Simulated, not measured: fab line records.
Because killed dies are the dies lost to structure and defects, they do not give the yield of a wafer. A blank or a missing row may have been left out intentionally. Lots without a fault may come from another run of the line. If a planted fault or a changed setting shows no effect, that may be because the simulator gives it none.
Which tool is to blame? || flow sfq_line || 13 lots, 39 wafers sampled, at 4 steps of a route of 325

## WHAT THE GAUGES SHOWED, per wafer
SFQ_M0_RS_MEAS_904: uses a four-point probe to measure. Usual: M0_NB_RS 0.888 ohm/sq, standard deviation 0.0095.
{"lot": "L500", "measured": "day 5 00:08", "on": "film_metro-02", "M0_NB_RS (ohm/sq)": "0.873 0.880 0.875", "flag": ""}
{"lot": "L501", "measured": "day 5 02:32", "on": "film_metro-03", "M0_NB_RS (ohm/sq)": "0.898 0.894 0.899", "flag": ""}
{"lot": "L502", "measured": "day 5 06:09", "on": "film_metro-02", "M0_NB_RS (ohm/sq)": "0.902 0.899 0.895", "flag": ""}
{"lot": "L503", "measured": "day 5 14:34", "on": "film_metro-02", "M0_NB_RS (ohm/sq)": "0.889 0.889 0.888", "flag": ""}
{"lot": "L504", "measured": "day 5 19:20", "on": "film_metro-03", "M0_NB_RS (ohm/sq)": "0.893 0.904 0.890", "flag": ""}
{"lot": "L506", "measured": "day 6 09:47", "on": "film_metro-03", "M0_NB_RS (ohm/sq)": "0.887 0.887 0.897", "flag": ""}
{"lot": "L507", "measured": "day 6 14:33", "on": "film_metro-02", "M0_NB_RS (ohm/sq)": "0.888 0.884 0.889", "flag": ""}
{"lot": "L508", "measured": "day 6 19:21", "on": "film_metro-03", "M0_NB_RS (ohm/sq)": "0.883 0.893 0.880", "flag": ""}
{"lot": "L509", "measured": "day 7 06:56", "on": "film_metro-02", "M0_NB_RS (ohm/sq)": "0.901 0.912 0.897", "flag": ""}
{"lot": "L510", "measured": "day 7 09:17", "on": "film_metro-02", "M0_NB_RS (ohm/sq)": "0.902 0.903 0.897", "flag": ""}
{"lot": "L513", "measured": "day 9 20:40", "on": "film_metro-03", "M0_NB_RS (ohm/sq)": "0.878 0.874 0.878", "flag": ""}
{"lot": "L514", "measured": "day 10 03:51", "on": "film_metro-03", "M0_NB_RS (ohm/sq)": "0.897 0.892 0.888", "flag": ""}
{"lot": "L520", "measured": "day 11 07:35", "on": "film_metro-03", "M0_NB_RS (ohm/sq)": "0.879 1.256 0.880", "flag": "OFF"}

SFQ_M5_OVL_MEAS_932. Usual: M5_OVL 1 nm, standard deviation 3.7.
{"lot": "L500", "measured": "day 58 12:34", "on": "overlay-02", "M5_OVL (nm)": "7 3 2", "flag": ""}
{"lot": "L501", "measured": "day 58 14:58", "on": "overlay-02", "M5_OVL (nm)": "6 -2 -4", "flag": ""}
{"lot": "L502", "measured": "day 58 16:10", "on": "overlay-02", "M5_OVL (nm)": "-2 -3 -7", "flag": ""}
{"lot": "L503", "measured": "day 59 02:59", "on": "overlay-02", "M5_OVL (nm)": "3 3 2", "flag": ""}
{"lot": "L504", "measured": "day 59 06:34", "on": "overlay-02", "M5_OVL (nm)": "6 8 3", "flag": ""}
{"lot": "L506", "measured": "day 59 11:23", "on": "overlay-02", "M5_OVL (nm)": "-9 1 -6", "flag": ""}
{"lot": "L507", "measured": "day 59 12:34", "on": "overlay-02", "M5_OVL (nm)": "2 1 2", "flag": ""}
{"lot": "L508", "measured": "day 59 14:58", "on": "overlay-02", "M5_OVL (nm)": "-3 1 -7", "flag": ""}
{"lot": "L509", "measured": "day 59 17:23", "on": "overlay-01", "M5_OVL (nm)": "3 0 0", "flag": ""}
{"lot": "L510", "measured": "day 59 19:46", "on": "overlay-01", "M5_OVL (nm)": "-5 -4 -2", "flag": ""}
{"lot": "L513", "measured": "day 62 00:35", "on": "overlay-01", "M5_OVL (nm)": "0 0 7", "flag": ""}
{"lot": "L514", "measured": "day 62 04:10", "on": "overlay-01", "M5_OVL (nm)": "-3 -1 1", "flag": ""}
{"lot": "L520", "measured": "day 68 21:34", "on": "overlay-01", "M5_OVL (nm)": "-1 0 -3", "flag": ""}

## WHICH TOOL RAN EACH LOT (tool, then ch and the chambers of the sampled wafers, then the start)
{"lot": "L500", "SFQ_TRILAYER_M0_DEP_SPUTTER_019": "pvd_sputter-06, day 5 00:02", "SFQ_TRILAYER_M0_ETCH_METAL_ETCH_024": "rie_metal-02 ch 0,1, day 5 14:56"}
{"lot": "L501", "SFQ_TRILAYER_M0_DEP_SPUTTER_019": "pvd_sputter-03, day 5 02:26", "SFQ_TRILAYER_M0_ETCH_METAL_ETCH_024": "rie_metal-03 ch 0,1, day 5 18:32"}
{"lot": "L502", "SFQ_TRILAYER_M0_DEP_SPUTTER_019": "pvd_sputter-03, day 5 06:02", "SFQ_TRILAYER_M0_ETCH_METAL_ETCH_024": "rie_metal-04 ch 0,1, day 5 22:08"}
{"lot": "L503", "SFQ_TRILAYER_M0_DEP_SPUTTER_019": "pvd_sputter-04, day 5 14:26", "SFQ_TRILAYER_M0_ETCH_METAL_ETCH_024": "rie_metal-02 ch 0,1, day 6 05:23"}
{"lot": "L504", "SFQ_TRILAYER_M0_DEP_SPUTTER_019": "pvd_sputter-04, day 5 19:14", "SFQ_TRILAYER_M0_ETCH_METAL_ETCH_024": "rie_metal-03 ch 0,1, day 6 16:05"}
{"lot": "L506", "SFQ_TRILAYER_M0_DEP_SPUTTER_019": "pvd_sputter-03, day 6 09:40", "SFQ_TRILAYER_M0_ETCH_METAL_ETCH_024": "rie_metal-03 ch 0,1, day 7 09:02"}
{"lot": "L507", "SFQ_TRILAYER_M0_DEP_SPUTTER_019": "pvd_sputter-04, day 6 14:26", "SFQ_TRILAYER_M0_ETCH_METAL_ETCH_024": "rie_metal-03 ch 0,1, day 7 13:47"}
{"lot": "L508", "SFQ_TRILAYER_M0_DEP_SPUTTER_019": "pvd_sputter-04, day 6 19:14", "SFQ_TRILAYER_M0_ETCH_METAL_ETCH_024": "rie_metal-03 ch 0,1, day 7 18:35"}
{"lot": "L509", "SFQ_TRILAYER_M0_DEP_SPUTTER_019": "pvd_sputter-03, day 7 06:47", "SFQ_TRILAYER_M0_ETCH_METAL_ETCH_024": "rie_metal-03 ch 0,1, day 8 03:02"}
{"lot": "L510", "SFQ_TRILAYER_M0_DEP_SPUTTER_019": "pvd_sputter-04, day 7 09:11", "SFQ_TRILAYER_M0_ETCH_METAL_ETCH_024": "rie_metal-03 ch 1, day 8 06:35"}
{"lot": "L513", "SFQ_TRILAYER_M0_DEP_SPUTTER_019": "pvd_sputter-03, day 9 20:32", "SFQ_TRILAYER_M0_ETCH_METAL_ETCH_024": "rie_metal-04 ch 0,1, day 10 15:16"}
{"lot": "L514", "SFQ_TRILAYER_M0_DEP_SPUTTER_019": "pvd_sputter-03, day 10 03:44", "SFQ_TRILAYER_M0_ETCH_METAL_ETCH_024": "rie_metal-04 ch 1, day 11 00:49"}
{"lot": "L520", "SFQ_TRILAYER_M0_DEP_SPUTTER_019": "pvd_sputter-03, day 11 07:29", "SFQ_TRILAYER_M0_ETCH_METAL_ETCH_024": "rie_metal-03 ch 0,1, day 12 19:34"}
- SFQ_TRILAYER_M0_DEP_SPUTTER_019: material Nb, target thk 200 nm, time 133.3 s.
- SFQ_TRILAYER_M0_ETCH_METAL_ETCH_024: etches Nb in Cl2/Ar, stops on SiO2, target depth 240 nm, time 120 s.

## AS READ BY THE TOOLS THEMSELVES (means over the sampled wafers that have a number; for cases with no such wafer, the mark the record gives instead)
SFQ_TRILAYER_M0_DEP_SPUTTER_019. Usual: throttle_valve_pct reads 30.4 % (standard deviation 1).
{"lot": "L500", "tool": "pvd_sputter-06", "throttle_valve_pct (%)": 29.5, "flag": ""}
{"lot": "L501", "tool": "pvd_sputter-03", "throttle_valve_pct (%)": 30.7, "flag": ""}
{"lot": "L502", "tool": "pvd_sputter-03", "throttle_valve_pct (%)": 31.1, "flag": ""}
{"lot": "L503", "tool": "pvd_sputter-04", "throttle_valve_pct (%)": 29.7, "flag": ""}
{"lot": "L504", "tool": "pvd_sputter-04", "throttle_valve_pct (%)": 30.3, "flag": ""}
{"lot": "L506", "tool": "pvd_sputter-03", "throttle_valve_pct (%)": 31.5, "flag": ""}
{"lot": "L507", "tool": "pvd_sputter-04", "throttle_valve_pct (%)": 30.5, "flag": ""}
{"lot": "L508", "tool": "pvd_sputter-04", "throttle_valve_pct (%)": 30.2, "flag": ""}
{"lot": "L509", "tool": "pvd_sputter-03", "throttle_valve_pct (%)": 31.1, "flag": ""}
{"lot": "L510", "tool": "pvd_sputter-04", "throttle_valve_pct (%)": 29.9, "flag": ""}
{"lot": "L513", "tool": "pvd_sputter-03", "throttle_valve_pct (%)": 30.0, "flag": ""}
{"lot": "L514", "tool": "pvd_sputter-03", "throttle_valve_pct (%)": 31.0, "flag": ""}
{"lot": "L520", "tool": "pvd_sputter-03", "throttle_valve_pct (%)": 30.2, "flag": ""}

SFQ_TRILAYER_M0_ETCH_METAL_ETCH_024. Usual: drypump_motor_current_A 5.4 A, standard deviation 0.53; oes_product_au 0.896 a.u., standard deviation 0.0071.
{"lot": "L500", "tool": "rie_metal-02", "drypump_motor_current_A (A)": 5.9, "oes_product_au (a.u.)": 0.906, "flag": ""}
{"lot": "L501", "tool": "rie_metal-03", "drypump_motor_current_A (A)": 5.3, "oes_product_au (a.u.)": 0.891, "flag": ""}
{"lot": "L502", "tool": "rie_metal-04", "drypump_motor_current_A (A)": 5.2, "oes_product_au (a.u.)": 0.888, "flag": ""}
{"lot": "L503", "tool": "rie_metal-02", "drypump_motor_current_A (A)": 5.9, "oes_product_au (a.u.)": 0.893, "flag": ""}
{"lot": "L504", "tool": "rie_metal-03", "drypump_motor_current_A (A)": 5.7, "oes_product_au (a.u.)": 0.894, "flag": ""}
{"lot": "L506", "tool": "rie_metal-03", "drypump_motor_current_A (A)": 5.3, "oes_product_au (a.u.)": 0.892, "flag": ""}
{"lot": "L507", "tool": "rie_metal-03", "drypump_motor_current_A (A)": 5.7, "oes_product_au (a.u.)": 0.895, "flag": ""}
{"lot": "L508", "tool": "rie_metal-03", "drypump_motor_current_A (A)": 5.3, "oes_product_au (a.u.)": 0.896, "flag": ""}
{"lot": "L509", "tool": "rie_metal-03", "drypump_motor_current_A (A)": 5.7, "oes_product_au (a.u.)": 0.884, "flag": ""}
{"lot": "L510", "tool": "rie_metal-03", "drypump_motor_current_A (A)": 5.0, "oes_product_au (a.u.)": 0.889, "flag": ""}
{"lot": "L513", "tool": "rie_metal-04", "drypump_motor_current_A (A)": 5.1, "oes_product_au (a.u.)": 0.900, "flag": ""}
{"lot": "L514", "tool": "rie_metal-04", "drypump_motor_current_A (A)": 5.0, "oes_product_au (a.u.)": 0.894, "flag": ""}
{"lot": "L520", "tool": "rie_metal-03", "drypump_motor_current_A (A)": 5.3, "oes_product_au (a.u.)": 0.849, "flag": "OFF"}

## THE ANSWER, worked out from the rows above alone
Rule: take the mean of a lot's wafers that have a number; if it is more than 3 standard deviations from the usual mean, the lot is off. A lot without any number at a reading at which 4 lots or more have one is off too. Where the step has rows for the other lots, those lots are counted as sound. Order of review: gauges by route order, followed by the tools' own readings, for which a lot's mean as printed above is used. The first step at which some lot is off is used, and at that step the reading that is off furthest; a lot without a number counts as furthest.
Off: L520, seen at SFQ_M0_RS_MEAS_904 (M0_NB_RS).
A tool fits if, at a process step before that reading, it ran every lot that is off, and no sound lot after the first of them. Not tried: the gauges at SFQ_M0_RS_MEAS_904; whatever is off there is also off at SFQ_TRILAYER_M0_ETCH_METAL_ETCH_024, on other tools, and gauge error can't account for it. One fits: pvd_sputter-03 at SFQ_TRILAYER_M0_DEP_SPUTTER_019. Its last sound lot is L514 (day 10 03:44), its first lot that is off L520 (day 11 07:29): a fault that began between those two fits.

## WHAT THE SIMULATOR HAD INSERTED
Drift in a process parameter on pvd_sputter-03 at SFQ_TRILAYER_M0_DEP_SPUTTER_019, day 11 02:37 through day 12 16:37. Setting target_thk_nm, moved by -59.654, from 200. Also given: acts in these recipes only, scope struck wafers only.
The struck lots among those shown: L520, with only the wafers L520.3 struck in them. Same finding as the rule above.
